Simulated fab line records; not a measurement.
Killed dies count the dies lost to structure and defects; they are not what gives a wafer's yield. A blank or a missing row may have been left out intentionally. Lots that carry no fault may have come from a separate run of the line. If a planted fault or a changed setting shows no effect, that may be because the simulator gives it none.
Struck lot and sound lot, side by side -- flow gf180mcu -- 14 out of 602 route steps
Sound: these wafers, L714.1, L714.2, L714.4. The struck wafers were L726.1, L726.2, L726.6. The cause is named last.
For every step that has rows: the tool of each side, followed by ch and its chambers, followed by its first start. Under that, the readings that differ: sound wafers -- struck wafers -- difference of the means -- sigmas: that difference in standard deviations of wafers without a fault.
alike: a reading whose means differ by less than 2 such deviations, as well as words and numbers matching on both sides. not compared: withheld readings; readings where some wafer has no value; bounds like >300 that might hide an equal value; numbers whose values overlap and for which the record gives no deviation.
A row with sigmas, a row that says differs or no value, or rows on one side alone: a step with any of these is where the two part. Non-overlapping numbers with no deviation appear without sigmas and do not part them. Lack of a reading on every wafer of one side parts them only where that side has two or more wafers.

first, 3 steps without rows for these wafers: GF_MVPSD_EXPOSE_04 (exposes mask MVPSD, target cd 1000 nm); GF_MVPSD_PEB_05; GF_MVPSD_DEVELOP_06 (develop time 60 s).
GF_MVPSD_OVL_MEAS_07:
  sound on overlay-02 at day 5 08:24; struck on overlay-02 at day 8 04:03
  alike: MVPSD_OVL
then, 2 steps without rows for these wafers: GF_MVPSD_IMPLANT_08; GF_MVPSD_IMPLANT_09.
GF_MVPSD_STRIP_10: strips in O2/N2.
  sound on plasma-asher-03 ch 0,1, day 5 08:44; struck on plasma-asher-03 ch 0,1, day 8 04:23
  alike: drypump-motor-current-A, heater-power-w, oes-product-au, platen-temp-c, strip-time-to-endpoint-s
  not compared: rf-hours-counter-h
GF_MVPSD_TW_MEAS_11:
  sound on film-metro-03 at day 5 08:50; struck on film-metro-04 at day 8 04:29
  alike: MVPSD_TW
then, 4 steps without rows for these wafers: GF_VT_IMPLANT_DEHYDRATE_00 (time 60 s); GF_VT_IMPLANT_HMDS_01 (prime time 60 s); GF_VT_IMPLANT_COAT_02 (resist thk 1000 nm); GF_VT_IMPLANT_SOFTBAKE_03 (time 60 s).
GF_VT_IMPLANT_EXPOSE_04: exposes mask LVPWELL LV AREA, target cd 600 nm.
  struck on iline-stepper-02, day 8 12:54; sound on iline-stepper-02 ch 0, day 5 15:26
  no value came back on the struck wafers for exposure-dose-mJ-cm2, focus-offset-nm (nm); on the sound wafers exposure-dose-mJ-cm2 reads 139.74 139.97 139.89
  alike: mask
then, 1 step without rows for these wafers: GF_VT_IMPLANT_PEB_05.

== WHERE THEY PART ==
Only at GF_VT_IMPLANT_EXPOSE_04, within this record.

WHY: what the simulator had put in
Whole step skipped at GF_VT_IMPLANT_EXPOSE_04 on iline-stepper-02, starting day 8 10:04. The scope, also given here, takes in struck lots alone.
